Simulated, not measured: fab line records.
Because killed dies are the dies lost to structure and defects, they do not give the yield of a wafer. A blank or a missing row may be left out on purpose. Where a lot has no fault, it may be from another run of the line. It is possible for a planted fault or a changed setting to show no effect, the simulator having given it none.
Struck lot and sound lot, side by side :: flow sfq line :: 15 steps out of a route of 325
Sound: wafers L612.1, L612.2, L612.3. Struck: wafer L614.3. (L614.2, L614.5 of the same lot were not struck and are left out.) The cause comes at the end.
Per side, at each step with rows, come the tool, then ch with its chambers, and then its first start. Under that, the readings that differ: sound wafers :: struck wafers :: difference of the means :: sigmas: that difference in standard deviations of wafers without a fault.
alike: words and numbers the same on both sides, and readings whose means are apart by under 2 such deviations; not compared: readings that were withheld, readings missing a value for some wafer, numbers with overlapping values and no deviation given by the record, and bounds like >300 which may hide the same value.
The two part at a step that has a row with sigmas, a row that says differs or no value, or rows on one side only. Numbers that have no deviation but don't overlap get no sigmas and don't part them. Lack of a reading on every wafer of one side parts them only where that side has two or more wafers.

first, 1 step without rows for these wafers: SFQ_TRILAYER_M2_STRIP_SOLV_CLEAN_062 (cleans in NMP, time 600 s).
SFQ_TRILAYER_I2_DEP_PECVD_063: deposits SiO2 from SiH4/N2O, time 111.11 s, target thk 500 nm.
  sound on pecvd-02 ch 0,1,2, day 30 03:35; struck on pecvd-01 ch 2, day 31 06:28
  alike: heater power w, throttle valve pct
SFQ_TRILAYER_I2_CMP_CMP_064: polishes SiO2.
  sound on cmp-02 ch 0,2,3, day 30 09:07; struck on cmp-01 ch 1, day 31 07:05
  alike: motor current A, time to endpoint s
SFQ_I2_BOW_MEAS_917:
  sound: film metro-04 at day 30 12:07; struck: film metro-01 at day 31 09:37
  alike: I2_BOW
SFQ_TRILAYER_I2_METRO_MEASURE_065:
  sound: film metro-04 at day 30 12:14; struck: film metro-01 at day 31 09:55
  alike: thk nm
then, 6 steps without rows for these wafers: SFQ_TRILAYER_I2_VIA_LITHO_COAT_072 (resist thk 62 nm); SFQ_TRILAYER_I2_VIA_LITHO_COAT_067 (resist thk 650 nm); SFQ_TRILAYER_I2_VIA_LITHO_SOFTBAKE_071; SFQ_TRILAYER_I2_VIA_LITHO_EXPOSE_068 (exposes mask I2, target cd 500 nm); SFQ_TRILAYER_I2_VIA_LITHO_PEB_070 (peb time 60 s); SFQ_TRILAYER_I2_VIA_LITHO_DEVELOP_069 (time 60 s).
SFQ_I2_OVL_MEAS_918:
  sound: overlay-02 at day 30 17:08; struck: overlay-02 at day 31 13:10
  alike: I2_OVL
SFQ_TRILAYER_I2_VIA_BARC_OPEN_VIA_ETCH_096: etches BARC in O2, target depth 125 nm, time 41.7 s.
  sound on rie diel-03 ch 0,1,2, day 30 17:11; struck on rie diel-03 ch 1, day 31 13:12
reading: model.KrF_of_TRILAYER_I2_VIA_LITHO_COAT_067.thk nm (nm)
sound: 575.6 575 573.9
struck: 556.9
difference: -17.9
sigmas: 
  alike: drypump motor current A, oes product au
  not compared: rf hours counter h
SFQ_TRILAYER_I2_VIA_ETCH_VIA_ETCH_070: etches SiO2 in CHF3, stops on Nb, target depth 260 nm.
  sound on rie diel-03 ch 0,1,2, day 30 17:13; struck on rie diel-03 ch 1, day 31 13:14
reading: model.KrF_of_TRILAYER_I2_VIA_LITHO_COAT_067.thk nm (nm)
sound: 531.2 530.5 529.9
struck: 512.3
difference: -18.2
sigmas: 
  alike: drypump motor current A, oes product au
SFQ_TRILAYER_I2_VIA_STRIP_STRIP_071: strips in O2.
  sound on rie metal-01 ch 0,1, day 30 17:20; struck on rie metal-01 ch 0, day 31 13:21
  alike: drypump motor current A, oes product au
  not compared: rf hours counter h

## WHERE THEY PART
Nowhere in this record.

WHY: what the simulator had put in
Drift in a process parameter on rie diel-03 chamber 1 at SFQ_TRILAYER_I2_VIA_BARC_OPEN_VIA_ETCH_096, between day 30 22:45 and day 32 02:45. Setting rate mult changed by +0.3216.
